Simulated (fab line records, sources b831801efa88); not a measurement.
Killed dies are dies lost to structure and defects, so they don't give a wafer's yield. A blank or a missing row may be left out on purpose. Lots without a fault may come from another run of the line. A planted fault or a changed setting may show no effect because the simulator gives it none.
A struck lot beside a sound one | flow sky130 | 17 steps out of a route of 708
Sound: wafers L166.1, L166.2, L166.5. Struck: wafers L162.1, L162.2, L162.4. The cause comes at the end.
At each step with rows: each side's tool, then ch and its chambers, then its first start. Under that, the readings that differ: sound wafers | struck wafers | difference of the means | sigmas: that difference in standard deviations of wafers without a fault.
alike: readings whose means differ by less than 2 such deviations, and words and numbers that are the same on both sides. not compared: withheld readings, readings that some wafer has no value for, bounds like >300 that may hide the same value, and numbers for which the record gives no deviation and whose values overlap.
The two part at a step that has a row with sigmas, a row that says differs or no value, or rows on one side only. Numbers that don't overlap but have no deviation are shown without sigmas and don't part them. A reading that every wafer of one side lacks parts them only if that side has two wafers or more.

first, 3 steps without rows for these wafers: SKY_LDD_P_EXPOSE_04 (exposes mask PSDM, target cd 380 nm); SKY_LDD_P_PEB_05; SKY_LDD_P_DEVELOP_06 (develop time 60 s).
SKY_LDD_P_CD_MEAS_07: target cd 380 nm.
  sound on cd_sem-01, day 24 06:26; struck on cd_sem-01, day 23 03:08
  alike: cd_nm
SKY_LDD_P_OVL_MEAS_08:
  sound on overlay-01, day 24 06:34; struck on overlay-02, day 23 03:16
  alike: LDD_P_OVL
then, 1 step without rows for these wafers: SKY_LDD_P_IMPLANT_09.
SKY_LDD_P_STRIP_10: strips in O2/N2.
  sound on plasma_asher-02 ch 0,1, day 24 06:45; struck on plasma_asher-03 ch 0,1, day 23 03:27
  alike: drypump_motor_current_A, oes_product_au, strip_time_to_endpoint_s
  not compared: rf_hours_counter_h
SKY_LDD_P_TW_MEAS_11:
  sound on film_metro-01, day 24 06:51; struck on film_metro-03, day 23 03:33
  alike: LDD_P_TW
then, 4 steps without rows for these wafers: SKY_LDD_HVN_DEHYDRATE_00 (time 60 s); SKY_LDD_HVN_HMDS_01 (prime time 60 s); SKY_LDD_HVN_COAT_02 (resist thk 300 nm); SKY_LDD_HVN_SOFTBAKE_03 (time 60 s).
SKY_LDD_HVN_EXPOSE_04: exposes mask HVNTM, target cd 700 nm.
  sound on iline_stepper-02 ch 0, day 24 21:11; struck on iline_stepper-01 ch 0, day 23 18:16
  reading                         | sound                | struck            | difference | sigmas
  model.LDD_HVN.overlay_x_nm (nm) | 0.2953 0.2953 0.2953 | 55.14 55.14 55.14 | +54.84     |
  alike: mask
then, 2 steps without rows for these wafers: SKY_LDD_HVN_PEB_05; SKY_LDD_HVN_DEVELOP_06 (develop time 60 s).
SKY_LDD_HVN_OVL_MEAS_07:
  sound on overlay-02, day 25 10:56; struck on overlay-01, day 24 08:45
  reading          | sound       | struck         | difference | sigmas
  LDD_HVN_OVL (nm) | 1.1 0.5 1.7 | 55.1 55.8 55.3 | +54.3      | +36
then, 1 step without rows for these wafers: SKY_LDD_HVN_IMPLANT_08.

WHERE THEY PART
Only at SKY_LDD_HVN_OVL_MEAS_07, within this record.

WHY: what the simulator had put in
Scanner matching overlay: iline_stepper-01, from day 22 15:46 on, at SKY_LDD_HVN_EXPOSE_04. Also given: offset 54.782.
